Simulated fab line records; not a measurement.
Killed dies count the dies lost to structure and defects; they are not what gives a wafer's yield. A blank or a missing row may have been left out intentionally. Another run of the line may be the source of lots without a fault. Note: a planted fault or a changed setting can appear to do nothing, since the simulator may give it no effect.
fab line records | flow sky130
record lots=6 | wafers=18 | lastDay=50
route steps=708 shown VIA2@527 METAL3@532 CAPM@537
lots with no fault: from the same line, run without faults
startH: hours from the record's opening day to when the first of the lot's shown wafers began | waitH: time in hours since the lot's previous step | " identical to the entry in the row above | L1.1+2: a row that stands for several wafers | - no value, or no start given | * or withheld: withheld | < > ~ a bound
route shown NAME@n: a module of which the file shows steps, and the number in the route of the first | usual: mean/standard deviation taken from wafers without a fault | same: alike in all rows | chamber/n: place in a boat | sites: readings site by site | _std_site: the values' standard deviation | _edge_site: outer sites' mean less inner sites' | radiusMm: how far each site lies from the wafer's centre | mask NAME#n: copy n | behind: the tool/chamber that last shaped the wafer | hold: reason for holding the lot/hours on hold/outcome of the hold | device: the n, p or np transistor that did not switch | end of line: at the end of the route, the tests of the same wafers | a step with no rows: only its recipe | killed: not the wafer's yield, but the dies lost to structure and defects at the first sort | map: per-die view of a wafer (x killed, . not killed, _ where there is no die)
set.NAME: setting as actually run; set.NAME@STEP: the setting as run at that earlier step | model.NAME: the simulator's own value behind a step, which no gauge read
certain route steps with their lots: each step a table, each wafer a row
services: from which hour (startH, from the record's first day; less than 0 if before it) a tool's chamber was out of use, for how many hours, and why
## steps
# step SKY_VIA2_SPUTTER_20
# recipe material=TiN | targetThkNm=20 | chamberPressurePa=5 | powerW=4000 | timeS=80
# step SKY_VIA2_CVD_21
# recipe material=W | targetThkNm=420 | timeS=126.4 | tempC=400 | pressureTorr=40
# usual chamberPressureTorr=40.00/0.083 | heaterPowerW=787/100
lot.wafer | tool    | chamber | startH  | waitH | chamberPressureTorr | heaterPowerW
L116.1    | cvdW-01 | 0       | 852.23  | 0.0   | 40.16               | 685
L116.3    | "       | 0       | "       | "     | 39.98               | 700
L116.5    | "       | 0       | "       | "     | 40.18               | 702
L128.3    | cvdW-01 | 1       | 938.52  | 0.1   | 40.09               | 721
L128.4    | "       | 0       | "       | "     | 40.01               | 697
L128.6    | "       | 0       | "       | "     | 40.04               | 698
L129.1    | cvdW-01 | 0       | 949.34  | 0.0   | 40.10               | 690
L129.2    | "       | 1       | "       | "     | 39.96               | 728
L129.3    | "       | 1       | "       | "     | 40.06               | 718
L130.1    | cvdW-01 | 0       | 952.98  | 0.0   | 40.18               | 699
L130.4    | "       | 0       | "       | "     | 40.01               | 696
L130.5    | "       | 0       | "       | "     | 39.96               | 710
L135.2    | cvdW-01 | 0       | 992.63  | 0.0   | 40.05               | 707
L135.3    | "       | 1       | "       | "     | 40.08               | 722
L135.4    | "       | 0       | "       | "     | 40.11               | 705
L138.1    | cvdW-01 | 0       | 1012.82 | 0.0   | 40.08               | 699
L138.3    | "       | 0       | "       | "     | 39.98               | 720
L138.5    | "       | 0       | "       | "     | 40.11               | 708
# step SKY_VIA2_RS_MEAS_22
# recipe thkMeasGauge=four-point-probe | reads=W_of_VIA2_CVD_21+TiN_of_VIA2_SPUTTER_20
# usual VIA2_W_RS=0.270/0.0031
lot.wafer | tool         | chamber | startH  | waitH | VIA2_W_RS[ohm/sq]
L116.1    | filmMetro-04 | -       | 852.49  | 0.2   | 0.274
L116.3    | "            | -       | "       | "     | 0.271
L116.5    | "            | -       | "       | "     | 0.272
L128.3    | filmMetro-01 | -       | 938.64  | 0.1   | 0.272
L128.4    | "            | -       | "       | "     | 0.271
L128.6    | "            | -       | "       | "     | 0.270
L129.1    | filmMetro-01 | -       | 949.47  | 0.1   | 0.268
L129.2    | "            | -       | "       | "     | 0.268
L129.3    | "            | -       | "       | "     | 0.270
L130.1    | filmMetro-03 | -       | 953.11  | 0.1   | 0.268
L130.4    | "            | -       | "       | "     | 0.269
L130.5    | "            | -       | "       | "     | 0.269
L135.2    | filmMetro-03 | -       | 992.78  | 0.1   | 0.269
L135.3    | "            | -       | "       | "     | 0.272
L135.4    | "            | -       | "       | "     | 0.273
L138.1    | filmMetro-04 | -       | 1012.95 | 0.1   | 0.273
L138.3    | "            | -       | "       | "     | 0.273
L138.5    | "            | -       | "       | "     | 0.273
# step SKY_VIA2_THK_MEAS_23
# recipe thkMeasGauge=xrf | reads=W_of_VIA2_CVD_21
# usual VIA2_W_THK=438/7.2
lot.wafer | tool         | chamber | startH  | waitH | VIA2_W_THK[nm]
L116.1    | filmMetro-04 | -       | 852.61  | 0.1   | 429
L116.3    | "            | -       | "       | "     | 435
L116.5    | "            | -       | "       | "     | 436
L128.3    | filmMetro-01 | -       | 938.74  | 0.1   | 439
L128.4    | "            | -       | "       | "     | 438
L128.6    | "            | -       | "       | "     | 442
L129.1    | filmMetro-01 | -       | 949.59  | 0.1   | 446
L129.2    | "            | -       | "       | "     | 444
L129.3    | "            | -       | "       | "     | 445
L130.1    | filmMetro-03 | -       | 953.23  | 0.1   | 442
L130.4    | "            | -       | "       | "     | 445
L130.5    | "            | -       | "       | "     | 441
L135.2    | filmMetro-03 | -       | 992.89  | 0.1   | 435
L135.3    | "            | -       | "       | "     | 433
L135.4    | "            | -       | "       | "     | 431
L138.1    | filmMetro-04 | -       | 1013.07 | 0.1   | 434
L138.3    | "            | -       | "       | "     | 436
L138.5    | "            | -       | "       | "     | 434
# step SKY_VIA2_CMP_24
# recipe stopOn=SiO2 | tOverpolishS=20 | downForcePsi=3.5 | platenRpm=60 | targetThkNm=0 | padVelocityMS=0.94248
# usual motorCurrentA=10.8/0.85 | overpolishRunS=20.000/0.01 | timeToEndpointS=104/4
lot.wafer | tool   | chamber | startH  | waitH | motorCurrentA | overpolishRunS | timeToEndpointS
L116.1    | cmp-02 | 2       | 852.67  | 0.1   | 10.8          | 19.998         | 107
L116.3    | "      | 3       | "       | "     | 11.4          | 20.001         | 102
L116.5    | "      | 2       | "       | "     | 11.2          | 20.007         | 104
L128.4    | cmp-01 | 1       | 938.78  | 0.0   | 12.2          | 20.000         | 109
L128.3    | "      | 3       | "       | "     | 9.3           | 20.017         | 105
L128.6    | "      | 2       | "       | "     | 11.1          | 19.989         | 108
L129.2    | cmp-02 | 2       | 949.65  | 0.0   | 10.3          | 19.991         | 105
L129.1    | "      | 0       | "       | "     | 9.5           | 20.002         | 104
L129.3    | "      | 1       | "       | "     | 10.7          | 19.998         | 105
L130.4    | cmp-01 | 0       | 953.29  | 0.0   | 10.8          | 20.016         | 98
L130.1    | "      | 1       | "       | "     | 12.2          | 19.996         | 105
L130.5    | "      | 0       | "       | "     | 9.9           | 19.994         | 99
L135.2    | cmp-01 | 0       | 992.94  | 0.0   | 10.6          | 20.008         | 96
L135.4    | "      | 2       | "       | "     | 10.6          | 19.998         | 103
L135.3    | "      | 3       | "       | "     | 9.7           | 19.984         | 102
L138.3    | cmp-01 | 2       | 1013.13 | 0.0   | 10.2          | 19.992         | 106
L138.1    | "      | 3       | "       | "     | 9.6           | 20.007         | 102
L138.5    | "      | 3       | "       | "     | 10.1          | 20.013         | 104
# step SKY_METAL3_SPUTTER_00
# recipe material=Ti | targetThkNm=15 | powerW=3000 | timeS=10 | chamberPressurePa=0.4
# usual cathodeDcPowerW=3000.0/0.51 | chamberPressurePa=0.4001/0.00077 | throttleValvePct=30.6/0.7
lot.wafer | tool          | chamber | startH  | waitH | cathodeDcPowerW | chamberPressurePa | throttleValvePct
L116.1    | pvdSputter-01 | -       | 852.97  | 0.2   | 3000.2          | 0.4007            | 30.1
L116.3    | "             | -       | "       | "     | 3000.9          | 0.3992            | 30.3
L116.5    | "             | -       | "       | "     | 3000.1          | 0.4004            | 31.7
L128.3    | pvdSputter-03 | -       | 939.08  | 0.1   | 2999.8          | 0.4003            | 30.4
L128.4    | "             | -       | "       | "     | 3000.1          | 0.3993            | 30.7
L128.6    | "             | -       | "       | "     | 3000.7          | 0.4004            | 30.3
L129.1    | pvdSputter-04 | -       | 949.95  | 0.1   | 2999.8          | 0.3990            | 29.4
L129.2    | "             | -       | "       | "     | 2999.4          | 0.3994            | 30.3
L129.3    | "             | -       | "       | "     | 2999.8          | 0.3999            | 30.8
L130.1    | pvdSputter-01 | -       | 953.59  | 0.2   | 3000.1          | 0.3997            | 31.9
L130.4    | "             | -       | "       | "     | 2999.6          | 0.3999            | 30.2
L130.5    | "             | -       | "       | "     | 2999.7          | 0.4005            | 30.3
L135.2    | pvdSputter-03 | -       | 993.24  | 0.2   | 3000.4          | 0.4003            | 30.1
L135.3    | "             | -       | "       | "     | 3000.1          | 0.3992            | 30.8
L135.4    | "             | -       | "       | "     | 3000.9          | 0.4002            | 30.5
L138.1    | pvdSputter-04 | -       | 1013.43 | 0.2   | 3000.1          | 0.4007            | 31.9
L138.3    | "             | -       | "       | "     | 3000.8          | 0.4005            | 29.6
L138.5    | "             | -       | "       | "     | 3000.0          | 0.4002            | 31.1
# step SKY_METAL3_SPUTTER_01
# recipe material=TiN | targetThkNm=20 | powerW=6500 | timeS=16.7 | chamberPressurePa=0.4
# step SKY_METAL3_SPUTTER_02
# recipe material=AlCu | targetThkNm=735 | powerW=10600 | timeS=39.1 | chamberPressurePa=0.4
# step SKY_METAL3_SPUTTER_03
# recipe material=Ti | targetThkNm=5 | powerW=3000 | timeS=3.3 | chamberPressurePa=0.4
# usual cathodeDcPowerW=3000.0/0.54 | chamberPressurePa=0.4000/0.00084 | throttleValvePct=30.6/0.66
lot.wafer | tool          | chamber | startH  | waitH | cathodeDcPowerW | chamberPressurePa | throttleValvePct
L116.1    | pvdSputter-01 | -       | 853.05  | 0.0   | 2999.6          | 0.3998            | 30.4
L116.3    | "             | -       | "       | "     | 3000.8          | 0.3989            | 30.4
L116.5    | "             | -       | "       | "     | 3000.4          | 0.3972            | 31.6
L128.3    | pvdSputter-03 | -       | 939.17  | 0.0   | 3000.1          | 0.4011            | 30.0
L128.4    | "             | -       | "       | "     | 3000.1          | 0.3993            | 30.6
L128.6    | "             | -       | "       | "     | 2999.7          | 0.4003            | 30.2
L129.1    | pvdSputter-04 | -       | 950.04  | 0.0   | 3000.0          | 0.3999            | 29.5
L129.2    | "             | -       | "       | "     | 3000.2          | 0.4000            | 30.5
L129.3    | "             | -       | "       | "     | 3000.1          | 0.4013            | 31.2
L130.1    | pvdSputter-01 | -       | 953.68  | 0.0   | 2999.3          | 0.3987            | 31.9
L130.4    | "             | -       | "       | "     | 3001.1          | 0.4001            | 29.8
L130.5    | "             | -       | "       | "     | 2999.2          | 0.4008            | 30.4
L135.2    | pvdSputter-03 | -       | 993.33  | 0.0   | 3001.0          | 0.3994            | 30.4
L135.3    | "             | -       | "       | "     | 3000.0          | 0.3988            | 31.1
L135.4    | "             | -       | "       | "     | 2999.5          | 0.4003            | 30.9
L138.1    | pvdSputter-04 | -       | 1013.51 | 0.0   | 3000.0          | 0.3996            | 31.9
L138.3    | "             | -       | "       | "     | 3000.3          | 0.3998            | 29.3
L138.5    | "             | -       | "       | "     | 2999.3          | 0.4009            | 30.9
# step SKY_METAL3_SPUTTER_04
# recipe material=TiN | targetThkNm=70 | powerW=6500 | timeS=58.3 | chamberPressurePa=0.4
# usual cathodeDcPowerW=6499.9/1.2 | chamberPressurePa=0.4000/0.00081 | throttleValvePct=30.6/0.7
lot.wafer | tool          | chamber | startH  | waitH | cathodeDcPowerW | chamberPressurePa | throttleValvePct
L116.1    | pvdSputter-01 | -       | 853.07  | 0.0   | 6500.3          | 0.4003            | 30.4
L116.3    | "             | -       | "       | "     | 6501.1          | 0.4002            | 30.5
L116.5    | "             | -       | "       | "     | 6501.1          | 0.4001            | 31.6
L128.3    | pvdSputter-03 | -       | 939.19  | 0.0   | 6500.4          | 0.4008            | 29.8
L128.4    | "             | -       | "       | "     | 6499.5          | 0.3978            | 30.7
L128.6    | "             | -       | "       | "     | 6499.9          | 0.3998            | 30.2
L129.1    | pvdSputter-04 | -       | 950.06  | 0.0   | 6500.6          | 0.4010            | 29.1
L129.2    | "             | -       | "       | "     | 6500.6          | 0.3979            | 30.2
L129.3    | "             | -       | "       | "     | 6499.0          | 0.3986            | 31.1
L130.1    | pvdSputter-01 | -       | 953.69  | 0.0   | 6498.1          | 0.4000            | 31.7
L130.4    | "             | -       | "       | "     | 6499.8          | 0.4002            | 29.8
L130.5    | "             | -       | "       | "     | 6500.2          | 0.3997            | 30.1
L135.2    | pvdSputter-03 | -       | 993.35  | 0.0   | 6500.5          | 0.4002            | 30.1
L135.3    | "             | -       | "       | "     | 6499.1          | 0.3995            | 31.3
L135.4    | "             | -       | "       | "     | 6500.3          | 0.4000            | 30.9
L138.1    | pvdSputter-04 | -       | 1013.53 | 0.0   | 6499.6          | 0.4012            | 32.2
L138.3    | "             | -       | "       | "     | 6500.3          | 0.4000            | 29.5
L138.5    | "             | -       | "       | "     | 6498.3          | 0.4007            | 30.9
# step SKY_CAPM_CVD_00
# recipe material=SiO2 | targetThkNm=15.5 | tempC=400 | timeS=withheld | rfW=450
# step SKY_CAPM_THK_MEAS_01
# recipe reads=SiO2_of_CAPM_CVD_00
# usual CAPM_CVD_00_THK=15.51/0.28
lot.wafer | tool         | chamber | startH  | waitH | CAPM_CVD_00_THK[nm]
L116.1    | filmMetro-04 | -       | 853.14  | -     | 14.96
L116.3    | "            | -       | "       | "     | 15.43
L116.5    | "            | -       | "       | "     | 15.33
L128.3    | filmMetro-04 | -       | 939.28  | -     | 15.46
L128.4    | "            | -       | "       | "     | 15.77
L128.6    | "            | -       | "       | "     | 15.70
L129.1    | filmMetro-01 | -       | 950.13  | -     | 15.49
L129.2    | "            | -       | "       | "     | 15.45
L129.3    | "            | -       | "       | "     | 15.62
L130.1    | filmMetro-04 | -       | 953.77  | -     | 15.40
L130.4    | "            | -       | "       | "     | 15.37
L130.5    | "            | -       | "       | "     | 15.81
L135.2    | filmMetro-04 | -       | 993.44  | -     | 15.05
L135.3    | "            | -       | "       | "     | 15.79
L135.4    | "            | -       | "       | "     | 15.48
L138.1    | filmMetro-01 | -       | 1013.61 | -     | 15.46
L138.3    | "            | -       | "       | "     | 15.08
L138.5    | "            | -       | "       | "     | 15.12
# step SKY_CAPM_SPUTTER_02
# recipe material=TiN | targetThkNm=200 | tempC=300 | powerW=6500 | timeS=166.7 | chamberPressurePa=0.4
# usual cathodeDcPowerW=6500.0/1.2 | chamberPressurePa=0.4000/0.00073 | throttleValvePct=30.4/0.69
lot.wafer | tool          | chamber | startH  | waitH | cathodeDcPowerW | chamberPressurePa | throttleValvePct
L116.1    | pvdSputter-02 | -       | 853.20  | 0.1   | 6500.3          | 0.3991            | 29.6
L116.3    | "             | -       | "       | "     | 6500.0          | 0.4005            | 31.1
L116.5    | "             | -       | "       | "     | 6501.3          | 0.3994            | 29.4
L128.3    | pvdSputter-01 | -       | 939.32  | 0.0   | 6499.7          | 0.4002            | 31.8
L128.4    | "             | -       | "       | "     | 6500.5          | 0.3989            | 29.8
L128.6    | "             | -       | "       | "     | 6499.5          | 0.3992            | 30.5
L129.1    | pvdSputter-03 | -       | 950.19  | 0.1   | -               | -                 | -
L129.2    | "             | -       | "       | "     | -               | -                 | -
L129.3    | "             | -       | "       | "     | -               | -                 | -
L130.1    | pvdSputter-03 | -       | 953.83  | 0.1   | -               | -                 | -
L130.4    | "             | -       | "       | "     | -               | -                 | -
L130.5    | "             | -       | "       | "     | -               | -                 | -
L135.2    | pvdSputter-02 | -       | 993.49  | 0.0   | 6498.8          | 0.4005            | 30.2
L135.3    | "             | -       | "       | "     | 6499.0          | 0.4007            | 31.6
L135.4    | "             | -       | "       | "     | 6498.4          | 0.3993            | 30.1
L138.1    | pvdSputter-03 | -       | 1013.67 | 0.1   | 6500.8          | 0.3986            | 30.4
L138.3    | "             | -       | "       | "     | 6503.1          | 0.3999            | 30.4
L138.5    | "             | -       | "       | "     | 6499.9          | 0.4013            | 30.9
# step SKY_CAPM_RS_MEAS_03
# recipe thkMeasGauge=four-point-probe | reads=TiN_of_CAPM_SPUTTER_02
# usual CAPM_TIN_RS=6.90/0.083
lot.wafer | tool         | chamber | startH  | waitH | CAPM_TIN_RS[ohm/sq]
L116.1    | filmMetro-01 | -       | 853.31  | 0.1   | 6.98
L116.3    | "            | -       | "       | "     | 6.81
L116.5    | "            | -       | "       | "     | 6.96
L128.3    | filmMetro-01 | -       | 939.47  | 0.1   | 6.91
L128.4    | "            | -       | "       | "     | 6.84
L128.6    | "            | -       | "       | "     | 6.78
L129.1    | filmMetro-01 | -       | 950.30  | 0.1   | -
L129.2    | "            | -       | "       | "     | -
L129.3    | "            | -       | "       | "     | -
L130.1    | filmMetro-02 | -       | 953.93  | 0.1   | -
L130.4    | "            | -       | "       | "     | -
L130.5    | "            | -       | "       | "     | -
L135.2    | filmMetro-01 | -       | 993.62  | 0.1   | 6.90
L135.3    | "            | -       | "       | "     | 6.91
L135.4    | "            | -       | "       | "     | 6.92
L138.1    | filmMetro-04 | -       | 1013.78 | 0.1   | 6.84
L138.3    | "            | -       | "       | "     | 6.81
L138.5    | "            | -       | "       | "     | 6.85
# step SKY_CAPM_THK_MEAS_04
# recipe thkMeasGauge=xrf | reads=TiN_of_CAPM_SPUTTER_02
# usual CAPM_TIN_THK=197.3/2.4
lot.wafer | tool         | chamber | startH  | waitH | CAPM_TIN_THK[nm]
L116.1    | filmMetro-01 | -       | 853.43  | 0.1   | 195.8
L116.3    | "            | -       | "       | "     | 198.9
L116.5    | "            | -       | "       | "     | 195.7
L128.3    | filmMetro-01 | -       | 939.57  | 0.1   | 197.1
L128.4    | "            | -       | "       | "     | 199.2
L128.6    | "            | -       | "       | "     | 200.1
L129.1    | filmMetro-01 | -       | 950.42  | 0.1   | <0.0
L129.2    | "            | -       | "       | "     | <0.0
L129.3    | "            | -       | "       | "     | <0.0
L130.1    | filmMetro-02 | -       | 954.05  | 0.1   | <0.0
L130.4    | "            | -       | "       | "     | <0.0
L130.5    | "            | -       | "       | "     | <0.0
L135.2    | filmMetro-01 | -       | 993.73  | 0.1   | 197.3
L135.3    | "            | -       | "       | "     | 198.1
L135.4    | "            | -       | "       | "     | 197.2
L138.1    | filmMetro-04 | -       | 1013.90 | 0.1   | 198.2
L138.3    | "            | -       | "       | "     | 198.6
L138.5    | "            | -       | "       | "     | 198.3
# step SKY_CAPM_DEHYDRATE_05
# recipe tempC=200 | timeS=60
# step SKY_CAPM_HMDS_06
# recipe primeTimeS=60 | primeTempC=120
# step SKY_CAPM_COAT_07
# recipe resist=NOVOLAK | spinRpm=3000 | resistThkNm=1140
# step SKY_CAPM_SOFTBAKE_08
# recipe tempC=90 | timeS=60 | resist=NOVOLAK
# step SKY_CAPM_EXPOSE_09
# recipe maskId=CAPM | na=0.6 | sourceShape=conventional | sigmaOuter=0.6 | polarization=unpolarized | targetCdNm=1000 | doseMj=159
# step SKY_CAPM_PEB_10
# recipe tempC=withheld | timeS=* | resist=NOVOLAK
# step SKY_CAPM_DEVELOP_11
# recipe resist=NOVOLAK | developer=TMAH | developTimeS=60 | devTempC=23
# step SKY_CAPM_OVL_MEAS_12
# usual CAPM_OVL=-0.3/1.3
lot.wafer | tool       | chamber | startH  | waitH | CAPM_OVL[nm]
L116.1    | overlay-01 | -       | 879.73  | 0.1   | -0.2
L116.3    | "          | -       | "       | "     | 0.9
L116.5    | "          | -       | "       | "     | 0.9
L128.3    | overlay-01 | -       | 964.04  | 0.1   | -0.4
L128.4    | "          | -       | "       | "     | -1.6
L128.6    | "          | -       | "       | "     | -0.6
L129.1    | overlay-02 | -       | 975.80  | 0.1   | -1.1
L129.2    | "          | -       | "       | "     | -2.6
L129.3    | "          | -       | "       | "     | -2.4
L130.1    | overlay-02 | -       | 979.33  | 0.1   | -1.0
L130.4    | "          | -       | "       | "     | -1.7
L130.5    | "          | -       | "       | "     | -0.6
L135.2    | overlay-02 | -       | 1015.75 | 0.1   | 1.4
L135.3    | "          | -       | "       | "     | 1.7
L135.4    | "          | -       | "       | "     | 1.6
L138.1    | overlay-01 | -       | 1036.15 | 0.1   | 0.1
L138.3    | "          | -       | "       | "     | -0.2
L138.5    | "          | -       | "       | "     | -0.6
# step SKY_CAPM_METAL_ETCH_13
# recipe targetDepthNm=220 | stopOn=SiO2 | chemistry=Cl2/BCl3 | target=TiN | pressureMtorr=10 | icpW=900 | biasW=48.5 | Cl2_flow_sccm=60 | bcl3FlowSccm=30 | timeS=62.9
# usual bcl3FlowSccm=30.01/0.089 | drypumpMotorCurrentA=5.75/0.23 | oesProductAu=0.942/0.0075 | rfFwdPowerW=892/3.3 | throttleValvePct=21.902/0.0094
lot.wafer | tool        | chamber | startH  | waitH | bcl3FlowSccm | drypumpMotorCurrentA | oesProductAu | rfFwdPowerW | rfHoursCounterH | throttleValvePct
L116.1    | rieMetal-04 | 1       | 879.77  | 0.0   | 29.87        | 5.64                 | 0.932        | 890         | 10              | 21.899
L116.3    | "           | 1       | "       | "     | 29.89        | 5.67                 | 0.948        | 893         | -               | 21.895
L116.5    | "           | 1       | "       | "     | 30.00        | 5.61                 | 0.934        | 887         | -               | 21.900
L128.3    | rieMetal-02 | 0       | 964.09  | 0.0   | 30.04        | 6.09                 | 0.933        | 887         | -               | 21.895
L128.4    | "           | 1       | "       | "     | 30.03        | 6.14                 | 0.943        | 888         | -               | 21.894
L128.6    | "           | 1       | "       | "     | 30.07        | 6.12                 | 0.948        | 891         | -               | 21.888
L129.1    | rieMetal-02 | 1       | 975.83  | 0.0   | 30.06        | 6.14                 | 0.377        | 891         | 16              | 22.270
L129.2    | "           | 0       | "       | "     | 30.10        | 6.09                 | 0.372        | 896         | 2               | 22.270
L129.3    | "           | 0       | "       | "     | 30.06        | 6.11                 | 0.380        | 894         | -               | 22.252
L130.1    | rieMetal-04 | 0       | 979.36  | 0.0   | 30.05        | 5.45                 | 0.373        | 887         | 12              | 22.264
L130.4    | "           | 1       | "       | "     | 30.08        | 5.63                 | 0.375        | 888         | -               | 22.258
L130.5    | "           | 0       | "       | "     | 30.10        | 5.45                 | 0.378        | 890         | -               | 22.274
L135.2    | rieMetal-04 | 1       | 1015.78 | 0.0   | 30.02        | 5.63                 | 0.943        | 890         | 15              | 21.903
L135.3    | "           | 0       | "       | "     | 29.92        | 5.47                 | 0.937        | 892         | -               | 21.907
L135.4    | "           | 1       | "       | "     | 30.07        | 5.64                 | 0.943        | 889         | -               | 21.910
L138.1    | rieMetal-03 | 1       | 1036.18 | 0.0   | 29.96        | 5.61                 | 0.950        | 896         | 11              | 21.889
L138.3    | "           | 1       | "       | "     | 29.90        | 5.62                 | 0.957        | 891         | -               | 21.899
L138.5    | "           | 0       | "       | "     | 29.96        | 5.81                 | 0.938        | 898         | -               | 21.915
# step SKY_CAPM_STRIP_14
# recipe chemistry=O2/N2 | powerW=1400 | pressureMtorr=1500 | platenTempC=withheld | o2FlowSccm=3000 | n2FlowSccm=300 | overashFraction=0.5
## services
tool          | chamber | startH  | hours | kind
pvdSputter-02 | -       | 839.16  | 3.3   | repair
cvdW-01       | 1       | 841.55  | 14.7  | repair
pvdSputter-04 | -       | 847.75  | 4.6   | repair
rieMetal-03   | -       | 848.49  | 2.8   | pm
cvdW-01       | 0       | 855.78  | 2.4   | repair
cmp-02        | -       | 859.24  | 5.6   | pm
pvdSputter-02 | -       | 860.13  | 3.2   | repair
pvdSputter-01 | 2       | 869.10  | -     | consumableReplace:kit
pvdSputter-01 | 2       | 869.10  | 18.0  | scheduledDown
pvdSputter-01 | 2       | 869.10  | 18.0  | ventCycle
rieMetal-04   | -       | 876.98  | 1.0   | repair
cmp-02        | -       | 877.88  | 1.7   | repair
cmp-01        | -       | 878.99  | 0.6   | repair
rieMetal-02   | 1       | 880.56  | 8.8   | repair
cmp-02        | -       | 883.69  | 5.8   | pm
cmp-02        | -       | 912.27  | 4.0   | pm
pvdSputter-02 | -       | 927.37  | 2.5   | repair
rieMetal-02   | 0       | 938.93  | 4.4   | repair
pvdSputter-01 | -       | 957.34  | 0.5   | repair
cmp-02        | -       | 968.88  | 4.3   | repair
pvdSputter-03 | -       | 988.11  | 1.3   | repair
pvdSputter-01 | 1       | 1001.05 | -     | consumableReplace:kit
pvdSputter-01 | -       | 1003.05 | 6.7   | repair
rieMetal-03   | -       | 1009.17 | 1.4   | pm
## key
firstSign step=SKY_CAPM_SPUTTER_02 | reading=toolRecord | direction=missing
effect step=SKY_CAPM_RS_MEAS_03 | reading=CAPM_TIN_RS | direction=missing
effect step=SKY_CAPM_THK_MEAS_04 | reading=CAPM_TIN_THK | direction=down | sigmas=81 | usual=197.3 | struck=<0.0
effect step=SKY_CAPM_METAL_ETCH_13 | reading=oesProductAu | direction=down | sigmas=76 | usual=0.942 | struck=0.376
metAt SKY_CAPM_SPUTTER_02
struckWafers L129.1,L129.2,L129.3,L130.1,L130.4,L130.5
laterRowsLeftOut L129.1,L129.2,L129.3,L130.1,L130.4,L130.5
sortLeftOut L129.1,L129.2,L129.3,L130.1,L130.4,L130.5
fault kind=skippedStepWhole | tool=pvdSputter-03 | chamber=- | onsetH=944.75 | steps=SKY_CAPM_SPUTTER_02 | scope=struckLotsOnly
# sortLeftOut: the simulated sort isn't trusted on such a fault, so these wafers' sort isn't shown, and their yield isn't known
# laterRowsLeftOut: the simulator's readings of these wafers behind a module that went badly wrong aren't trusted and aren't shown, but for the sort
